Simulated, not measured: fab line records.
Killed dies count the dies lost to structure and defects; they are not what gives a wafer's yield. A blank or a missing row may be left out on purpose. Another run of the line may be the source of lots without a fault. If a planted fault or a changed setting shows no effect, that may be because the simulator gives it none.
A lot that was struck, set against a sound lot    flow sfq-line    21 steps out of a route of 325
Sound: these wafers, L932.3, L932.4, L932.5. Struck: wafer L935.3. (L935.2, L935.4 of the same lot were not struck and are left out.) The cause comes at the end.
Per side, at each step with rows, come the tool, then ch with its chambers, and then its first start. Under that, the readings that differ: sound wafers    struck wafers    difference of the means    sigmas: that difference in standard deviations of wafers without a fault.
alike: readings whose means differ by less than 2 such deviations, and words and numbers that are the same on both sides. not compared: withheld readings, readings that some wafer has no value for, bounds like >300 that may hide the same value, and numbers for which the record gives no deviation and whose values overlap.
The two part at a step that has a row with sigmas, a row that says differs or no value, or rows on one side only. Numbers that have no deviation but don't overlap get no sigmas and don't part them. Lack of a reading on every wafer of one side parts them only where that side has two or more wafers.

first, 2 steps without rows for these wafers: SFQ_TRILAYER_M3_LITHO_PEB_078 (peb time 60 s); SFQ_TRILAYER_M3_LITHO_DEVELOP_077 (time 60 s).
SFQ_M3_OVL_MEAS_921:
  sound on overlay-02, day 46 17:20; struck on overlay-01, day 47 10:08
  alike: M3_OVL
SFQ_TRILAYER_M3_BARC_OPEN_METAL_ETCH_100: etches BARC in O2, target depth 125 nm, time 41.7 s.
  sound on rie-metal-03 ch 0,1, day 46 17:23; struck on rie-metal-01 ch 0, day 47 10:10
reading                      sound           struck  difference  sigmas
drypump-motor-current-A (A)  6.42 6.03 6.02  5.58    -0.58       -2
  alike: oes-product-au
  not compared: rf-hours-counter-h
then, 3 steps without rows for these wafers: SFQ_TRILAYER_M3_ETCH_METAL_ETCH_078 (etches Nb in Cl2/Ar, stops on SiO2, target depth 240 nm, time 120 s); SFQ_TRILAYER_M3_STRIP_STRIP_079 (strips in O2); SFQ_TRILAYER_M3_STRIP_SOLV_CLEAN_080 (cleans in NMP, time 600 s).
SFQ_TRILAYER_I3_DEP_PECVD_081: deposits SiO2 from SiH4/N2O, time 111.11 s, target thk 500 nm.
  sound on pecvd-02 ch 0,1, day 46 18:35; struck on pecvd-03 ch 2, day 47 11:08
  alike: heater-power-w, throttle-valve-pct
  not compared: since-wet-clean-h
then, 1 step without rows for these wafers: SFQ_TRILAYER_I3_CMP_CMP_082 (polishes SiO2).
SFQ_I3_BOW_MEAS_922:
  sound on film-metro-04, day 46 21:43; struck on film-metro-03, day 47 14:14
  alike: I3_BOW
SFQ_TRILAYER_I3_METRO_MEASURE_083:
  sound on film-metro-04, day 46 22:11; struck on film-metro-03, day 47 14:32
  alike: thk-nm
then, 1 step without rows for these wafers: SFQ_TRILAYER_I3_VIA_LITHO_COAT_090 (resist thk 62 nm).
SFQ_TRILAYER_I3_VIA_LITHO_COAT_085: resist thk 650 nm.
  sound on litho-track-02 ch 0, day 46 23:23; struck on litho-track-01 ch 0, day 47 15:53
reading                                                  sound              struck  difference  sigmas
model.KrF_of_TRILAYER_I3_VIA_LITHO_COAT_085.thk-nm (nm)  655.2 654.1 654.1  662.7   +8.2        
then, 4 steps without rows for these wafers: SFQ_TRILAYER_I3_VIA_LITHO_SOFTBAKE_089; SFQ_TRILAYER_I3_VIA_LITHO_EXPOSE_086 (exposes mask I3, target cd 500 nm); SFQ_TRILAYER_I3_VIA_LITHO_PEB_088 (peb time 60 s); SFQ_TRILAYER_I3_VIA_LITHO_DEVELOP_087 (time 60 s).
-- the record jumps here: 3 days lie between the struck wafers' starts before and after --
SFQ_I3_OVL_MEAS_923:
  sound on overlay-01, day 50 15:07; struck on overlay-01, day 50 22:19
  alike: I3_OVL
SFQ_TRILAYER_I3_VIA_BARC_OPEN_VIA_ETCH_121: etches BARC in O2, target depth 125 nm, time 41.7 s.
  sound on rie-diel-04 ch 1,3, day 50 15:08; struck on rie-diel-03 ch 2, day 50 22:20
  alike: drypump-motor-current-A, oes-product-au
  not compared: rf-hours-counter-h
SFQ_TRILAYER_I3_VIA_ETCH_VIA_ETCH_088: etches SiO2 in CHF3, stops on Nb, target depth 260 nm.
  sound on rie-diel-04 ch 1,3, day 50 15:11; struck on rie-diel-03 ch 2, day 50 22:23
reading                                                  sound              struck  difference  sigmas
model.KrF_of_TRILAYER_I3_VIA_LITHO_COAT_085.thk-nm (nm)  533.1 531.7 531.4  540.7   +8.6        
  alike: drypump-motor-current-A, oes-product-au
SFQ_TRILAYER_I3_VIA_STRIP_STRIP_089: strips in O2.
  sound on rie-metal-03 ch 0,1, day 50 15:30; struck on rie-metal-04 ch 1, day 50 22:30
  alike: drypump-motor-current-A, oes-product-au, platen-temp-c
  not compared: rf-hours-counter-h

== WHERE THEY PART ==
SFQ_TRILAYER_M3_BARC_OPEN_METAL_ETCH_100 only, going by this record. Later steps at which nothing parts them and some readings are alike: SFQ_TRILAYER_I3_DEP_PECVD_081, SFQ_I3_BOW_MEAS_922, SFQ_TRILAYER_I3_METRO_MEASURE_083, SFQ_I3_OVL_MEAS_923, SFQ_TRILAYER_I3_VIA_BARC_OPEN_VIA_ETCH_121, SFQ_TRILAYER_I3_VIA_ETCH_VIA_ETCH_088, SFQ_TRILAYER_I3_VIA_STRIP_STRIP_089.

WHY: what the simulator had put in
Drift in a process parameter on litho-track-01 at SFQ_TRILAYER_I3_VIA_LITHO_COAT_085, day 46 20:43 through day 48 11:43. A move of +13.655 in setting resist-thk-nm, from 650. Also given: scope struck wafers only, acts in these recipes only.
